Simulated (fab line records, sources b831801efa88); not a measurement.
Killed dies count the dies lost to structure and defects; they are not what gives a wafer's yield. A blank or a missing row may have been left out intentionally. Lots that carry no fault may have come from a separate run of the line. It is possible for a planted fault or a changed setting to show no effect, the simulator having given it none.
Chamber matching :: flow gf180mcu :: cmp-02 running GF_STI_CMP_25: 4 sister chambers
The step polishes, stops on Si3N4, t overpolish 33 s, target thk 524.6 nm. 18 wafers are shown with their chamber, then 9 later ones without.

WAFERS WITH THEIR CHAMBER
wafer: L913.1
chamber: 3
motorCurrentA (A): 10.9
retainingRingPressureFrac: 1.000
overpolishRunS (s): 33.001

wafer: L913.4
chamber: 1
motorCurrentA (A): 12.2
retainingRingPressureFrac: 1.000
overpolishRunS (s): 32.996

wafer: L913.6
chamber: 0
motorCurrentA (A): 11.7
retainingRingPressureFrac: 0.989
overpolishRunS (s): 32.998

wafer: L915.1
chamber: 2
motorCurrentA (A): 10.6
retainingRingPressureFrac: 1.002
overpolishRunS (s): 32.985

wafer: L915.5
chamber: 0
motorCurrentA (A): 11.8
retainingRingPressureFrac: 1.001
overpolishRunS (s): 32.997

wafer: L915.6
chamber: 3
motorCurrentA (A): 11.1
retainingRingPressureFrac: 1.006
overpolishRunS (s): 33.007

wafer: L916.2
chamber: 2
motorCurrentA (A): 10.2
retainingRingPressureFrac: 0.999
overpolishRunS (s): 32.999

wafer: L916.5
chamber: 3
motorCurrentA (A): 10.7
retainingRingPressureFrac: 1.002
overpolishRunS (s): 32.997

wafer: L916.6
chamber: 0
motorCurrentA (A): 12.2
retainingRingPressureFrac: 0.993
overpolishRunS (s): 33.018

wafer: L917.3
chamber: 1
motorCurrentA (A): 12.5
retainingRingPressureFrac: 0.998
overpolishRunS (s): 32.999

wafer: L917.4
chamber: 3
motorCurrentA (A): 11.5
retainingRingPressureFrac: 0.991
overpolishRunS (s): 33.012

wafer: L917.6
chamber: 2
motorCurrentA (A): 10.7
retainingRingPressureFrac: 1.001
overpolishRunS (s): 33.017

wafer: L922.2
chamber: 2
motorCurrentA (A): 9.8
retainingRingPressureFrac: 1.003
overpolishRunS (s): 32.989

wafer: L922.3
chamber: 3
motorCurrentA (A): 11.4
retainingRingPressureFrac: 1.004
overpolishRunS (s): 33.015

wafer: L922.4
chamber: 0
motorCurrentA (A): 11.7
retainingRingPressureFrac: 0.997
overpolishRunS (s): 32.992

wafer: L927.2
chamber: 0
motorCurrentA (A): 11.5
retainingRingPressureFrac: 1.002
overpolishRunS (s): 33.007

wafer: L927.3
chamber: 3
motorCurrentA (A): 11.0
retainingRingPressureFrac: 1.006
overpolishRunS (s): 32.985

wafer: L927.6
chamber: 0
motorCurrentA (A): 12.0
retainingRingPressureFrac: 1.005
overpolishRunS (s): 33.010

SIGNATURES, as means of the wafers listed above
reading: motorCurrentA
chamber 0: 11.817
chamber 1: 12.350
chamber 2: 10.325
chamber 3: 11.100
scatter within a chamber: 0.307

reading: retainingRingPressureFrac
chamber 0: 0.99783
chamber 1: 0.99900
chamber 2: 1.00125
chamber 3: 1.00150
scatter within a chamber: 0.00501

reading: overpolishRunS
chamber 0: 33.00367
chamber 1: 32.99750
chamber 2: 32.99750
chamber 3: 33.00283
scatter within a chamber: 0.011
Rule: a wafer's distance from a chamber is the root of the sum, over the readings, of the square of ((its reading less the chamber's mean) divided by the reading's scatter). The wafer belongs to the nearest chamber; if the next one is less than 2 further off, it can't be placed. The scatter is the square root of a quotient: the sum, over the shown wafers, of each reading's squared deviation from its chamber's mean, divided by wafers minus chambers.

WAFERS MISSING THEIR CHAMBER
wafer: L929.1
motorCurrentA (A): 13.6
retainingRingPressureFrac: 0.997
overpolishRunS (s): 33.006

wafer: L929.2
motorCurrentA (A): 10.1
retainingRingPressureFrac: 0.996
overpolishRunS (s): 32.993

wafer: L929.4
motorCurrentA (A): 12.3
retainingRingPressureFrac: 0.994
overpolishRunS (s): 33.002

wafer: L932.2
motorCurrentA (A): 13.5
retainingRingPressureFrac: 1.002
overpolishRunS (s): 33.006

wafer: L932.3
motorCurrentA (A): 11.0
retainingRingPressureFrac: 0.998
overpolishRunS (s): 32.990

wafer: L932.5
motorCurrentA (A): 10.6
retainingRingPressureFrac: 0.994
overpolishRunS (s): 33.013

wafer: L934.4
motorCurrentA (A): 10.9
retainingRingPressureFrac: 1.002
overpolishRunS (s): 32.999

wafer: L934.5
motorCurrentA (A): 13.1
retainingRingPressureFrac: 1.001
overpolishRunS (s): 33.013

wafer: L934.6
motorCurrentA (A): 11.7
retainingRingPressureFrac: 0.989
overpolishRunS (s): 33.014

WHICH CHAMBER EACH ONE RAN IN
wafer: L929.1
from the rows above: can't be placed: 1 or 0
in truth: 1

wafer: L929.2
from the rows above: 2
in truth: 2

wafer: L929.4
from the rows above: can't be placed: 1 or 0
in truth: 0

wafer: L932.2
from the rows above: can't be placed: 1 or 0
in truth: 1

wafer: L932.3
from the rows above: can't be placed: 3 or 2 or 0
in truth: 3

wafer: L932.5
from the rows above: can't be placed: 2 or 3 or 0
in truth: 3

wafer: L934.4
from the rows above: can't be placed: 3 or 2
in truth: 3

wafer: L934.5
from the rows above: can't be placed: 1 or 0
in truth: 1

wafer: L934.6
from the rows above: can't be placed: 0 or 1 or 3
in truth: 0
Correctly placed: 1 of 9. Cannot be placed on the basis of these rows: 8; the candidates contain the true chamber in 8. Number placed wrongly: 0.
